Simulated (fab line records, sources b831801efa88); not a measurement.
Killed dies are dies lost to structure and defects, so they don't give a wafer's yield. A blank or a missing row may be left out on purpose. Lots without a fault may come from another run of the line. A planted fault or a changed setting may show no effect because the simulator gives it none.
Chamber matching | flow sky130 | SKY_VIA1_CMP_24 on cmp-01: 4 sister chambers
The step polishes, stops on SiO2, t overpolish 15 s, target thk 0 nm. 8 wafers are shown with their chamber, then 12 later ones without.

WAFERS WITH THEIR CHAMBER
wafer  | chamber | motor_current_A (A) | time_to_endpoint_s (s)
L085.4 | 1       | 11.7                | 67
L087.6 | 0       | 11.6                | 67
L090.2 | 3       | 12.2                | 68
L090.5 | 1       | 12.2                | 66
L090.6 | 2       | 11.7                | 64
L092.1 | 2       | 11.8                | 65
L092.3 | 3       | 11.8                | 68
L092.4 | 0       | 10.7                | 66

WAFERS WITHOUT THEIR CHAMBER
wafer  | motor_current_A (A) | time_to_endpoint_s (s)
L094.2 | 12.3                | 67
L094.4 | 11.4                | 61
L094.6 | 11.5                | 60
L093.4 | 10.7                | 67
L093.5 | 11.7                | 67
L093.6 | 10.9                | 68
L095.3 | 11.8                | 66
L095.4 | 11.9                | 64
L095.5 | 11.3                | 63
L097.3 | 11.3                | 64
L097.4 | 11.2                | 60
L097.5 | 11.6                | 65

WHICH CHAMBER EACH WENT THROUGH
wafer  | from the rows above          | in truth
L094.2 | can't be placed: 1 or 3 or 0 | 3
L094.4 | 2                            | 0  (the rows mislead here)
L094.6 | 2                            | 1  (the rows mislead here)
L093.4 | can't be placed: 0 or 1      | 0
L093.5 | can't be placed: 1 or 0 or 3 | 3
L093.6 | can't be placed: 0 or 3 or 1 | 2
L095.3 | can't be placed: 1 or 0 or 2 | 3
L095.4 | 2                            | 2
L095.5 | 2                            | 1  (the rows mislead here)
L097.3 | 2                            | 2
L097.4 | 2                            | 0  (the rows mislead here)
L097.5 | can't be placed: 2 or 1 or 0 | 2
Placed correctly: 2 of 12. Can't be placed from these rows: 6 (the true chamber is among the candidates in 4). Placed wrongly: 4.
How it was worked out, from the rows above alone: a wafer's distance from a chamber is the root of the sum, over the readings, of the square of ((its reading less the chamber's mean) divided by the reading's scatter). The wafer belongs to the nearest chamber; if the next one is less than 2 further off, it can't be placed. A chamber's mean is the mean of its shown wafers. The scatter: the root of (the sum of the squares of (reading less its chamber's mean) over the shown wafers, divided by (wafers less chambers)).
